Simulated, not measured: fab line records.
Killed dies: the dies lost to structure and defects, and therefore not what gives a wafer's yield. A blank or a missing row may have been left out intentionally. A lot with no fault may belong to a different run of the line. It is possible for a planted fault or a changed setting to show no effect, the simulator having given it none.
Which tool is to blame?	flow sky130	24 lots, 72 wafers sampled, at 4 steps of a route of 708

WHAT THE GAUGES SHOWED, per wafer
SKY_METAL2_CD_MEAS_15: target cd 140 nm.
lot	measured	on	cdNm (nm)
L074	day 35 22:10	cdSem-02	138.8 139.4 140.8
L075	day 35 22:26	cdSem-02	141.6 141.0 142.8
L076	day 36 20:44	cdSem-02	142.9 141.7 140.6
L077	day 36 21:40	cdSem-02	141.4 138.6 139.7
L078	day 37 03:54	cdSem-02	137.7 138.5 137.1
L079	day 37 08:41	cdSem-02	139.3 140.8 140.0
L082	day 37 16:23	cdSem-02	139.4 139.6 139.1
L080	day 37 17:34	cdSem-02	140.7 141.4 140.9
L081	day 37 20:37	cdSem-02	140.4 141.0 140.0
L083	day 37 22:10	cdSem-02	140.3 142.5 141.2
L084	day 38 10:34	cdSem-01	139.8 138.5 138.5
L086	day 38 20:14	cdSem-02	139.3 139.4 139.3
L085	day 39 00:46	cdSem-01	138.2 137.3 137.7
L087	day 39 02:29	cdSem-02	139.4 139.7 139.6
L088	day 39 12:43	cdSem-01	139.9 138.4 138.1
L089	day 40 14:34	cdSem-02	138.7 137.7 140.0
L091	day 40 15:34	cdSem-01	139.7 142.2 142.3
L090	day 40 16:32	cdSem-01	139.9 139.1 139.6
L092	day 40 17:35	cdSem-02	139.0 137.9 138.1
L093	day 40 23:59	cdSem-02	141.0 139.5 138.9
L094	day 41 10:46	cdSem-02	142.5 141.9 140.1
L095	day 41 18:32	cdSem-02	139.6 138.9 137.5
L096	day 41 22:10	cdSem-02	137.3 139.2 140.9
L097	day 41 23:59	cdSem-02	143.3 143.2 141.8

SKY_VIA2_BOW_MEAS_03.
lot	measured	on	VIA2_BOW (um)
L074	day 35 23:36	filmMetro-02	89 78 84
L075	day 35 23:50	filmMetro-03	77 87 74
L076	day 36 22:15	filmMetro-03	87 85 88
L077	day 36 23:09	filmMetro-02	89 97 92
L078	day 37 05:19	filmMetro-04	90 83 79
L079	day 37 10:06	filmMetro-03	81 87 83
L082	day 37 17:53	filmMetro-03	88 76 77
L080	day 37 19:01	filmMetro-02	91 74 89
L081	day 37 23:10	filmMetro-04	80 75 81
L083	day 38 00:25	filmMetro-03	85 89 82
L084	day 38 11:59	filmMetro-03	97 87 85
L086	day 38 21:40	filmMetro-02	84 82 71
L085	day 39 02:17	filmMetro-04	79 95 87
L087	day 39 04:05	filmMetro-03	83 89 94
L088	day 39 14:35	filmMetro-03	76 85 80
L089	day 40 16:14	filmMetro-04	82 80 85
L091	day 40 17:10	filmMetro-03	82 86 100
L090	day 40 17:59	filmMetro-03	67 82 76
L092	day 40 19:00	filmMetro-03	69 78 82
L093	day 41 01:26	filmMetro-03	76 82 88
L094	day 41 12:11	filmMetro-03	89 82 87
L095	day 41 20:14	filmMetro-02	74 89 76
L096	day 41 23:39	filmMetro-02	82 97 81
L097	day 42 01:35	filmMetro-04	82 85 97

SKY_VIA2_OVL_MEAS_13.
lot	measured	on	VIA2_OVL (nm)
L074	day 37 00:29	overlay-01	0 -5 -12
L075	day 37 00:37	overlay-01	-5 -10 -5
L076	day 38 00:38	overlay-01	5 2 -4
L077	day 38 02:06	overlay-02	-5 -3 0
L078	day 38 07:13	overlay-01	-1 -4 -8
L079	day 38 11:21	overlay-02	-9 -2 -4
L082	day 38 19:34	overlay-02	-5 5 -3
L080	day 38 20:42	overlay-02	-2 0 4
L081	day 39 00:32	overlay-02	0 -7 -4
L083	day 39 01:33	overlay-01	-3 10 7
L084	day 39 12:41	overlay-01	7 12 12
L086	day 39 22:10	overlay-02	9 7 7
L085	day 40 01:26	overlay-01	-4 -8 -8
L087	day 40 04:17	overlay-01	0 6 7
L088	day 40 14:01	overlay-01	4 -3 -2
L089	day 41 16:11	overlay-02	-9 2 -8
L091	day 41 16:33	overlay-02	-5 -1 -3
L090	day 41 17:14	overlay-01	-12 -5 -1
L092	day 41 17:35	overlay-01	-7 4 -1
L093	day 42 01:49	overlay-01	-2 -4 -4
L094	day 42 12:15	overlay-02	9 0 10
L095	day 42 20:32	overlay-02	-5 -5 -5
L096	day 42 22:48	overlay-01	-8 -6 -10
L097	day 43 00:40	overlay-02	-14 3 -7

EACH LOT AND THE TOOL THAT RAN IT (in order: tool; ch and the chambers of the sampled wafers; start)
lot	SKY_METAL2_DESCUM_17
L074	rieMetal-02 ch 0,1, day 35 22:19
L075	rieMetal-04 ch 0,1, day 35 22:35
L076	rieMetal-01 ch 0,1, day 36 20:52
L077	rieMetal-04 ch 0,1, day 36 21:50
L078	rieMetal-04 ch 0,1, day 37 04:02
L079	rieMetal-01 ch 0, day 37 08:49
L082	rieMetal-04 ch 0,1, day 37 16:31
L080	rieMetal-01 ch 0,1, day 37 17:41
L081	rieMetal-01 ch 0,1, day 37 20:47
L083	rieMetal-01 ch 0,1, day 37 22:17
L084	rieMetal-01 ch 0,1, day 38 10:43
L086	rieMetal-01 ch 0, day 38 20:23
L085	rieMetal-02 ch 1, day 39 00:56
L087	rieMetal-01 ch 0,1, day 39 02:38
L088	rieMetal-02 ch 0,1, day 39 12:50
L089	rieMetal-04 ch 0,1, day 40 14:43
L091	rieMetal-01 ch 0, day 40 15:41
L090	rieMetal-02 ch 0,1, day 40 16:41
L092	rieMetal-04 ch 0,1, day 40 17:43
L093	rieMetal-04 ch 0,1, day 41 00:07
L094	rieMetal-01 ch 0,1, day 41 10:54
L095	rieMetal-01 ch 0,1, day 41 18:40
L096	rieMetal-02 ch 0,1, day 41 22:19
L097	rieMetal-04 ch 0, day 42 00:08
- SKY_METAL2_DESCUM_17: chemistry O2, time 8 s.

AS READ BY THE TOOLS THEMSELVES (means over the sampled wafers that have a number; for cases with no such wafer, the mark the record gives instead)
SKY_METAL2_DESCUM_17.
lot	tool	drypumpMotorCurrentA (A)	oesProductAu (a.u.)
L074	rieMetal-02	5.2	1.010
L075	rieMetal-04	5.6	1.010
L076	rieMetal-01	5.0	0.996
L077	rieMetal-04	5.5	1.016
L078	rieMetal-04	5.6	1.015
L079	rieMetal-01	4.9	0.994
L082	rieMetal-04	5.5	1.009
L080	rieMetal-01	4.9	1.003
L081	rieMetal-01	5.0	0.993
L083	rieMetal-01	4.9	0.998
L084	rieMetal-01	5.0	0.999
L086	rieMetal-01	4.9	0.998
L085	rieMetal-02	5.9	1.007
L087	rieMetal-01	5.0	0.998
L088	rieMetal-02	5.5	1.003
L089	rieMetal-04	5.5	1.001
L091	rieMetal-01	4.9	0.993
L090	rieMetal-02	5.2	1.000
L092	rieMetal-04	5.6	1.007
L093	rieMetal-04	5.5	1.001
L094	rieMetal-01	5.0	0.992
L095	rieMetal-01	5.0	0.996
L096	rieMetal-02	5.2	1.003
L097	rieMetal-04	5.7	1.011

THE ANSWER, worked out from the rows above alone
Rule: the usual values come from the lots themselves. Put in order of their means at a reading, lots are off if they are a third of the lots or fewer, leave a main group of 4 or more, and stand apart from it by a gap of 3 or more times the standard deviation of the main group's means; of several such gaps the widest counts. The tables above print the reading to a certain number of digits; a main group whose means all agree to those digits is not used. Also off: a lot with no number at a reading for which 4 or more lots have one. All remaining lots with rows at the step are treated as sound. Order of review: gauges by route order, followed by the tools' own readings, for which a lot's mean as printed above is used. At the first step where some lot is off, the reading lying furthest off is the one used; lots without a number count as furthest.
None of the lots is off at any reading shown; this tells nothing.

WHAT THE SIMULATOR HAD PUT IN
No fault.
